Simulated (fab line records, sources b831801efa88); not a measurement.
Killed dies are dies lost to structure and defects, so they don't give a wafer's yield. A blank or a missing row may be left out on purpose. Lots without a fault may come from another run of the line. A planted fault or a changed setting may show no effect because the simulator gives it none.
A struck lot beside a sound one | flow sfq_line | 20 steps out of a route of 325
Sound: wafers L408.1, L408.2, L408.3. Struck: wafers L405.5, L405.6. (L405.1 of the same lot was not struck and is left out.) The cause comes at the end.
At each step with rows: each side's tool, then ch and its chambers, then its first start. Under that, the readings that differ: sound wafers | struck wafers | difference of the means | sigmas: that difference in standard deviations of wafers without a fault.
alike: readings whose means differ by less than 2 such deviations, and words and numbers that are the same on both sides. not compared: withheld readings, readings that some wafer has no value for, bounds like >300 that may hide the same value, and numbers for which the record gives no deviation and whose values overlap.
The two part at a step that has a row with sigmas, a row that says differs or no value, or rows on one side only. Numbers that don't overlap but have no deviation are shown without sigmas and don't part them. A reading that every wafer of one side lacks parts them only if that side has two wafers or more.

first, 2 steps without rows for these wafers: SFQ_TRILAYER_I6_VIA_LITHO_PEB_172 (peb time 60 s); SFQ_TRILAYER_I6_VIA_LITHO_DEVELOP_171 (time 60 s).
SFQ_I6_OVL_MEAS_942:
  sound on overlay-01, day 80 02:52; struck on overlay-01, day 76 12:40
  alike: I6_OVL
SFQ_TRILAYER_I6_VIA_BARC_OPEN_VIA_ETCH_235: etches BARC in O2, target depth 125 nm, time 41.7 s.
  sound on rie_diel-02 ch 0,1,3, day 80 02:54; struck on rie_diel-03 ch 1,2, day 76 12:42
  reading                | sound   | struck | difference                    | sigmas
  rf_hours_counter_h (h) | 13 14 8 | - -    | no value on the struck wafers |
  alike: drypump_motor_current_A, oes_product_au
SFQ_TRILAYER_I6_VIA_ETCH_VIA_ETCH_172: etches SiO2 in CHF3, stops on Nb, target depth 260 nm.
  sound on rie_diel-02 ch 0,1,3, day 80 02:56; struck on rie_diel-03 ch 1,2, day 76 12:44
  alike: drypump_motor_current_A, oes_product_au
SFQ_TRILAYER_I6_VIA_STRIP_STRIP_173: strips in O2.
  sound on rie_metal-03 ch 0,1, day 80 03:03; struck on rie_metal-03 ch 0,1, day 76 12:51
  alike: drypump_motor_current_A, oes_product_au
  not compared: rf_hours_counter_h
then, 2 steps without rows for these wafers: SFQ_TRILAYER_I6_VIA_STRIP_SOLV_CLEAN_174 (cleans in NMP, time 600 s); SFQ_TRILAYER_M7_DEP_PRE_CLEAN_176 (time 22.5 s).
SFQ_TRILAYER_M7_DEP_SPUTTER_175: material Nb, target thk 200 nm, time 133.3 s.
  sound on pvd_sputter-05, day 80 04:02; struck on pvd_sputter-04, day 76 13:40
  alike: cathode_dc_power_W, throttle_valve_pct
SFQ_M7_RS_MEAS_943: measures by four-point-probe.
  sound on film_metro-04, day 80 04:07; struck on film_metro-03, day 76 13:45
  alike: M7_NB_RS
then, 1 step without rows for these wafers: SFQ_TRILAYER_M7_LITHO_COAT_182 (resist thk 62 nm).
SFQ_TRILAYER_M7_LITHO_COAT_177: resist thk 600 nm.
  sound on litho_track-04 ch 0, day 80 04:36; struck on litho_track-01 ch 0, day 76 14:14
  reading                                             | sound             | struck      | difference | sigmas
  model.KrF_of_TRILAYER_M7_LITHO_COAT_177.thk_nm (nm) | 598.3 599.3 599.6 | 670.8 671.8 | +72.2      |
then, 4 steps without rows for these wafers: SFQ_TRILAYER_M7_LITHO_SOFTBAKE_181; SFQ_TRILAYER_M7_LITHO_EXPOSE_178 (exposes mask M7, target cd 500 nm); SFQ_TRILAYER_M7_LITHO_PEB_180 (peb time 60 s); SFQ_TRILAYER_M7_LITHO_DEVELOP_179 (time 60 s).
SFQ_M7_OVL_MEAS_945:
  sound on overlay-02, day 80 07:28; struck on overlay-01, day 77 09:49
  alike: M7_OVL
SFQ_TRILAYER_M7_BARC_OPEN_METAL_ETCH_229: etches BARC in O2, target depth 125 nm, time 41.7 s.
  sound on rie_metal-04 ch 0,1, day 80 07:30; struck on rie_metal-04 ch 0,1, day 77 09:51
  reading             | sound             | struck      | difference | sigmas
  model.M7.cd_nm (nm) | 500.4 499.9 501.1 | 504.1 502.8 | +3.0       |
  alike: drypump_motor_current_A, oes_product_au
  not compared: rf_hours_counter_h
SFQ_TRILAYER_M7_ETCH_METAL_ETCH_180: etches Nb in Cl2/Ar, stops on SiO2, target depth 240 nm, time 120 s.
  sound on rie_metal-04 ch 0,1, day 80 07:34; struck on rie_metal-04 ch 0,1, day 77 09:55
  reading                                             | sound             | struck    | difference | sigmas
  model.KrF_of_TRILAYER_M7_LITHO_COAT_177.thk_nm (nm) | 375.9 379.6 378.8 | 451.1 452 | +73.4      |
  alike: drypump_motor_current_A, oes_product_au
  not compared: rf_hours_counter_h
SFQ_TRILAYER_M7_STRIP_STRIP_181: strips in O2.
  sound on rie_metal-04 ch 0,1, day 80 07:41; struck on rie_metal-04 ch 0,1, day 77 10:02
  alike: drypump_motor_current_A, oes_product_au
  not compared: rf_hours_counter_h

WHERE THEY PART
Only at SFQ_TRILAYER_I6_VIA_BARC_OPEN_VIA_ETCH_235, within this record. Later steps at which nothing parts them and some readings are alike: SFQ_TRILAYER_I6_VIA_ETCH_VIA_ETCH_172, SFQ_TRILAYER_I6_VIA_STRIP_STRIP_173, SFQ_TRILAYER_M7_DEP_SPUTTER_175, SFQ_M7_RS_MEAS_943, SFQ_M7_OVL_MEAS_945, SFQ_TRILAYER_M7_BARC_OPEN_METAL_ETCH_229, SFQ_TRILAYER_M7_ETCH_METAL_ETCH_180, SFQ_TRILAYER_M7_STRIP_STRIP_181.

WHY: what the simulator had put in
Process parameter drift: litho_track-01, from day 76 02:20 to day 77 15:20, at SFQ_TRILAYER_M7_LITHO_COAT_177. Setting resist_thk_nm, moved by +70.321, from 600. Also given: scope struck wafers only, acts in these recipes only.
